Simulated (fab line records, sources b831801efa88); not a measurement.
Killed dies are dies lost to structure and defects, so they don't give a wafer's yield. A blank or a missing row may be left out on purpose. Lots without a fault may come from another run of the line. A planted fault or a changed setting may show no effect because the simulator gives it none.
A struck lot beside a sound one | flow sky130 | 18 steps out of a route of 708
Sound: wafers L711.1, L711.2, L711.4. Struck: wafers L731.1, L731.2, L731.6. The cause comes at the end.
At each step with rows: each side's tool, then ch and its chambers, then its first start. Under that, the readings that differ: sound wafers | struck wafers | difference of the means | sigmas: that difference in standard deviations of wafers without a fault.
alike: readings whose means differ by less than 2 such deviations, and words and numbers that are the same on both sides. not compared: withheld readings, readings that some wafer has no value for, bounds like >300 that may hide the same value, and numbers for which the record gives no deviation and whose values overlap.
The two part at a step that has a row with sigmas, a row that says differs or no value, or rows on one side only. Numbers that don't overlap but have no deviation are shown without sigmas and don't part them. A reading that every wafer of one side lacks parts them only if that side has two wafers or more.

SKY_POLY_GATE_ETCH_15: etches BARC in N2/H2, stops on SiO2, time 118.5 s, target depth 110 nm.
  sound on rie_diel-04 ch 1,2,3, day 16 10:45; struck on rie_diel-04 ch 0,1, day 23 12:49
  alike: bias_w, drypump_motor_current_A, n2_flow_sccm, oes_product_au, throttle_valve_pct
  not compared: rf_hours_counter_h
SKY_POLY_GATE_ETCH_16: etches Si3N4 in CH3F/O2, stops on poly-Si, time 147.5 s, target depth 75 nm.
  sound on rie_diel-04 ch 1,2,3, day 16 10:50; struck on rie_diel-04 ch 0,1, day 23 12:54
  alike: bias_w, drypump_motor_current_A, oes_product_au, throttle_valve_pct
  not compared: rf_hours_counter_h
SKY_POLY_GATE_ETCH_17: etches poly-Si in HBr/Cl2, stops on SiO2, target depth 180 nm, time 70.5 s.
  sound on rie_si-02 ch 1,2,3, day 16 10:56; struck on rie_si-01 ch 1,2, day 23 13:00
  alike: bias_w, drypump_motor_current_A, oes_product_au, throttle_valve_pct
  not compared: rf_hours_counter_h
SKY_POLY_GATE_STRIP_18: strips in O2/N2.
  sound on plasma_asher-04 ch 0,1, day 16 10:59; struck on plasma_asher-02 ch 0,1, day 23 13:04
  alike: drypump_motor_current_A, n2_flow_sccm, oes_product_au, strip_time_to_endpoint_s
  not compared: rf_hours_counter_h
then, 2 steps without rows for these wafers: SKY_POLY_GATE_CLEAN_19 (cleans in SC1/SC2, time 150 s); SKY_POLY_GATE_OXIDATION_20 (stabilise 600 s, purge 300 s, target thk 4 nm).
SKY_POLY_GATE_THK_MEAS_21:
  sound on film_metro-02, day 16 13:38; struck on film_metro-01, day 23 14:28
  alike: POLY_GATE_OXIDATION_THK
SKY_POLY_GATE_CD_MEAS_22:
  sound on cd_sem-01, day 16 13:41; struck on cd_sem-02, day 23 14:31
  alike: cd_nm
then, 4 steps without rows for these wafers: SKY_LDD_N_DEHYDRATE_00 (time 60 s); SKY_LDD_N_HMDS_01 (prime time 60 s); SKY_LDD_N_COAT_02 (resist thk 300 nm); SKY_LDD_N_SOFTBAKE_03 (time 60 s).
SKY_LDD_N_EXPOSE_04: exposes mask NTM, target cd 840 nm.
  sound on iline_stepper-01 ch 0, day 17 04:16; struck on iline_stepper-01 ch 0, day 24 05:01
  reading                       | sound                | struck            | difference | sigmas
  model.LDD_N.overlay_x_nm (nm) | -1.298 -1.298 -1.298 | 70.15 70.15 70.15 | +71.45     |
  alike: mask, exposure_dose_mJ_cm2
then, 2 steps without rows for these wafers: SKY_LDD_N_PEB_05; SKY_LDD_N_DEVELOP_06 (develop time 60 s).
SKY_LDD_N_OVL_MEAS_07:
  sound on overlay-02, day 17 18:14; struck on overlay-01, day 24 19:58
  reading        | sound          | struck         | difference | sigmas
  LDD_N_OVL (nm) | -2.2 -3.7 -1.0 | 69.2 69.6 70.1 | +71.9      | +55
then, 1 step without rows for these wafers: SKY_LDD_N_IMPLANT_08.
-- the record jumps here: 25 days lie between the struck wafers' starts before and after (it left off in module LDD_N and takes up again in module PAD_OPEN, whose first step shown is number 708 of the route) --
SKY_PAD_OPEN_PROBE_99:
  sound on prober-01, day 45 17:38; struck on prober-02, day 50 06:40
  alike: killed_at_M0_to_M3, killed_at_M4_up, killed_at_contacts, killed_at_front_end, killed_at_other, killed_dies, killed_open, killed_short

WHERE THEY PART
Only at SKY_LDD_N_OVL_MEAS_07, within this record. Later steps at which nothing parts them and some readings are alike: SKY_PAD_OPEN_PROBE_99.

WHY: what the simulator had put in
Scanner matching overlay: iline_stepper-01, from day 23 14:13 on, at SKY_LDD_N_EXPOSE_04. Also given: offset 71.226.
